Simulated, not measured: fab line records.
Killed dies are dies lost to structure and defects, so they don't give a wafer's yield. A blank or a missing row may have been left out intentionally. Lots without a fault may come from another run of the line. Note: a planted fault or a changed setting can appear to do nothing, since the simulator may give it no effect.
A struck lot beside a sound one ; flow sfq-line ; 41 steps out of a route of 325
Sound: these wafers, L900.1, L900.3, L900.4. Wafers L905.1, L905.2, L905.5 were the ones struck. At the end, the cause is stated.
Order at every step that has rows: each side's tool, ch and its chambers, its first start. Under that, the readings that differ: sound wafers ; struck wafers ; difference of the means ; sigmas: that difference in standard deviations of wafers without a fault.
alike: words and numbers the same on both sides, and readings whose means are apart by under 2 such deviations; not compared: readings that were withheld, readings missing a value for some wafer, numbers with overlapping values and no deviation given by the record, and bounds like >300 which may hide the same value.
The two part at a step that has a row with sigmas, a row that says differs or no value, or rows on one side only. When numbers do not overlap yet have no deviation, they are printed without sigmas and do not part them. Lack of a reading on every wafer of one side parts them only where that side has two or more wafers.

first, 1 step without rows for these wafers: SFQ_TRILAYER_M1_DEP_PRE_CLEAN_038 (time 22.5 s).
SFQ_TRILAYER_M1_DEP_SPUTTER_037: material Nb, target thk 200 nm, time 133.3 s.
  sound: pvd-sputter-04 at day 17 15:29; struck: pvd-sputter-04 at day 19 20:32
  alike: base-pressure-pa, substrate-temp-c, throttle-valve-pct
SFQ_M1_RS_MEAS_909: the measuring method here is four-point-probe.
  sound: film-metro-03 at day 17 15:35; struck: film-metro-01 at day 19 20:38
  alike: M1_NB_RS
then, 6 steps without rows for these wafers: SFQ_TRILAYER_M1_LITHO_COAT_044 (resist thk 62 nm); SFQ_TRILAYER_M1_LITHO_COAT_039 (resist thk 600 nm); SFQ_TRILAYER_M1_LITHO_SOFTBAKE_043; SFQ_TRILAYER_M1_LITHO_EXPOSE_040 (exposes mask M1, target cd 500 nm); SFQ_TRILAYER_M1_LITHO_PEB_042 (peb time 60 s); SFQ_TRILAYER_M1_LITHO_DEVELOP_041 (time 60 s).
-- the record jumps here: 7 days lie between the struck wafers' starts before and after --
SFQ_M1_OVL_MEAS_911:
  sound: overlay-01 at day 24 09:07; struck: overlay-02 at day 26 18:12
  alike: M1_OVL
then, 1 step without rows for these wafers: SFQ_TRILAYER_M1_BARC_OPEN_METAL_ETCH_054 (etches BARC in O2, target depth 125 nm, time 41.7 s).
SFQ_TRILAYER_M1_ETCH_METAL_ETCH_042: etches Nb in Cl2/Ar, stops on SiO2, target depth 240 nm, time 120 s.
  sound on rie-metal-02 ch 0,1, day 24 09:12; struck on rie-metal-02 ch 0,1, day 26 18:18
  no value came back on the struck wafers for bias-w (W), chamber-pressure-mTorr (mTorr), drypump-motor-current-A (A), oes-product-au (a.u.); on the sound wafers bias-w (W) reads 80.01 79.85 80.17
reading;sound;struck;difference;sigmas
model.KrF_of_TRILAYER_M1_LITHO_COAT_039.thk-nm (nm);390.2 386.1 391.2;525.4 523.9 528.6;+136.8;
  not compared: rf-hours-counter-h
SFQ_TRILAYER_M1_STRIP_STRIP_043: strips in O2.
  sound on rie-metal-02 ch 0,1, day 24 09:20; struck on rie-metal-02 ch 0,1, day 26 18:25
  alike: drypump-motor-current-A, oes-product-au
  not compared: rf-hours-counter-h
then, 3 steps without rows for these wafers: SFQ_TRILAYER_M1_STRIP_SOLV_CLEAN_044 (cleans in NMP, time 600 s); SFQ_TRILAYER_I1_DEP_PECVD_045 (deposits SiO2 from SiH4/N2O, time 111.11 s, target thk 500 nm); SFQ_TRILAYER_I1_CMP_CMP_046 (polishes SiO2).
SFQ_I1_BOW_MEAS_912:
  sound: film-metro-04 at day 24 14:05; struck: film-metro-02 at day 26 22:17
  alike: I1_BOW
then, 7 steps without rows for these wafers: SFQ_TRILAYER_I1_METRO_MEASURE_047; SFQ_TRILAYER_I1_VIA_LITHO_COAT_054 (resist thk 62 nm); SFQ_TRILAYER_I1_VIA_LITHO_COAT_049 (resist thk 650 nm); SFQ_TRILAYER_I1_VIA_LITHO_SOFTBAKE_053; SFQ_TRILAYER_I1_VIA_LITHO_EXPOSE_050 (exposes mask I1, target cd 500 nm); SFQ_TRILAYER_I1_VIA_LITHO_PEB_052 (peb time 60 s); SFQ_TRILAYER_I1_VIA_LITHO_DEVELOP_051 (time 60 s).
SFQ_I1_OVL_MEAS_913:
  sound: overlay-01 at day 24 17:40; struck: overlay-01 at day 27 04:07
  alike: I1_OVL
SFQ_TRILAYER_I1_VIA_BARC_OPEN_VIA_ETCH_071: etches BARC in O2, target depth 125 nm, time 41.7 s.
  sound on rie-diel-04 ch 1,2,3, day 24 17:42; struck on rie-diel-02 ch 0,1,3, day 27 04:09
  alike: bias-w, chamber-pressure-mTorr, drypump-motor-current-A, oes-product-au
  not compared: rf-hours-counter-h
SFQ_TRILAYER_I1_VIA_ETCH_VIA_ETCH_052: etches SiO2 in CHF3, stops on Nb, target depth 260 nm.
  sound on rie-diel-04 ch 1,2,3, day 24 17:44; struck on rie-diel-02 ch 0,1,3, day 27 04:11
  alike: bias-w, chamber-pressure-mTorr, drypump-motor-current-A, oes-product-au
then, 3 steps without rows for these wafers: SFQ_TRILAYER_I1_VIA_STRIP_STRIP_053 (strips in O2); SFQ_TRILAYER_I1_VIA_STRIP_SOLV_CLEAN_054 (cleans in NMP, time 600 s); SFQ_TRILAYER_M2_DEP_PRE_CLEAN_056 (time 22.5 s).
SFQ_TRILAYER_M2_DEP_SPUTTER_055: material Nb, target thk 200 nm, time 133.3 s.
  sound: pvd-sputter-06 at day 24 18:39; struck: pvd-sputter-04 at day 27 05:06
  alike: base-pressure-pa, substrate-temp-c, throttle-valve-pct
SFQ_M2_RS_MEAS_914: the measuring method here is four-point-probe.
  sound: film-metro-03 at day 24 18:45; struck: film-metro-02 at day 27 05:11
  alike: M2_NB_RS
then, 6 steps without rows for these wafers: SFQ_TRILAYER_M2_LITHO_COAT_062 (resist thk 62 nm); SFQ_TRILAYER_M2_LITHO_COAT_057 (resist thk 604.6 nm); SFQ_TRILAYER_M2_LITHO_SOFTBAKE_061; SFQ_TRILAYER_M2_LITHO_EXPOSE_058 (exposes mask M2, target cd 500 nm); SFQ_TRILAYER_M2_LITHO_PEB_060 (peb time 60 s); SFQ_TRILAYER_M2_LITHO_DEVELOP_059 (time 60 s).
SFQ_M2_OVL_MEAS_916:
  sound: overlay-02 at day 24 21:33; struck: overlay-01 at day 27 09:13
  alike: M2_OVL
then, 1 step without rows for these wafers: SFQ_TRILAYER_M2_BARC_OPEN_METAL_ETCH_077 (etches BARC in O2, target depth 125 nm, time 41.7 s).
-- the record jumps here: 60 days lie between the struck wafers' starts before and after --
SFQ_M8_BOW_MEAS_951:
  sound: film-metro-03 at day 87 05:20; struck: film-metro-03 at day 87 16:44
reading;sound;struck;difference;sigmas
model.etest.m1.comb-log10-ohm;12 12 12;0 0 0;-12;
  alike: M8_BOW

## WHERE THEY PART
SFQ_TRILAYER_M1_ETCH_METAL_ETCH_042 only, going by this record. Later steps at which nothing parts them and some readings are alike: SFQ_TRILAYER_M1_STRIP_STRIP_043, SFQ_I1_BOW_MEAS_912, SFQ_I1_OVL_MEAS_913, SFQ_TRILAYER_I1_VIA_BARC_OPEN_VIA_ETCH_071, SFQ_TRILAYER_I1_VIA_ETCH_VIA_ETCH_052, SFQ_TRILAYER_M2_DEP_SPUTTER_055, SFQ_M2_RS_MEAS_914, SFQ_M2_OVL_MEAS_916, SFQ_M8_BOW_MEAS_951.

WHY: the cause the simulator had injected
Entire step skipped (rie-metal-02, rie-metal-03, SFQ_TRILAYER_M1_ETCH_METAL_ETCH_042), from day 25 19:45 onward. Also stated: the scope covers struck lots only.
